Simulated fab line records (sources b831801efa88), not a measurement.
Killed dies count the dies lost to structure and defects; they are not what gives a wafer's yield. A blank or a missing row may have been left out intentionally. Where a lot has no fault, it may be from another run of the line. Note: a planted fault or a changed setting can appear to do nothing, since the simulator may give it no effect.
Matching of chambers / flow sky130 / SKY_CONTACT_ETCH_17 on rieDiel-04 has 4 sister chambers
The step etches SiO2 in C4F8/O2/Ar, stops on Si3N4, target depth 340 nm. 4 wafers are shown with their chamber, then 8 later ones without.

## WAFERS, EACH WITH ITS CHAMBER
wafer=L336.6; chamber=0; oesProductAu (a.u.)=0.888
wafer=L338.1; chamber=1; oesProductAu (a.u.)=0.890
wafer=L338.6; chamber=3; oesProductAu (a.u.)=0.887
wafer=L341.1; chamber=2; oesProductAu (a.u.)=0.892

## WAFERS WITHOUT THEIR CHAMBER
wafer=L341.5; oesProductAu (a.u.)=0.888
wafer=L341.6; oesProductAu (a.u.)=0.891
wafer=L342.1; oesProductAu (a.u.)=0.891
wafer=L342.2; oesProductAu (a.u.)=0.890
wafer=L342.6; oesProductAu (a.u.)=0.889
wafer=L344.1; oesProductAu (a.u.)=0.890
wafer=L344.3; oesProductAu (a.u.)=0.895
wafer=L344.6; oesProductAu (a.u.)=0.888

## EACH ONE'S CHAMBER
wafer=L341.5; from the rows above=can't be placed: 0 or 3 or 1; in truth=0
wafer=L341.6; from the rows above=can't be placed: 1 or 2 or 0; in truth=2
wafer=L342.1; from the rows above=can't be placed: 1 or 2 or 0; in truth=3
wafer=L342.2; from the rows above=can't be placed: 1 or 0 or 2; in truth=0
wafer=L342.6; from the rows above=can't be placed: 0 or 1 or 3 or 2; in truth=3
wafer=L344.1; from the rows above=can't be placed: 1 or 0 or 2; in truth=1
wafer=L344.3; from the rows above=can't be placed: 2 or 1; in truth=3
wafer=L344.6; from the rows above=can't be placed: 0 or 3 or 1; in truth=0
Correctly placed: 0 of 8. Not placeable from these rows: 8 (in 6, the candidates include the true chamber). Placed wrongly: 0.
How it was worked out, from the rows above alone: a wafer's distance from a chamber is the root of the sum, over the readings, of the square of ((its reading less the chamber's mean) divided by the reading's scatter). If the next closest chamber is less than 2 further off than the closest, the wafer can't be placed; otherwise it belongs to the closest. The mean given for a chamber averages the wafers shown for that chamber. The scatter: with one shown wafer a chamber, the root of the mean of the squares of how far each hidden wafer lies from its nearest shown one.
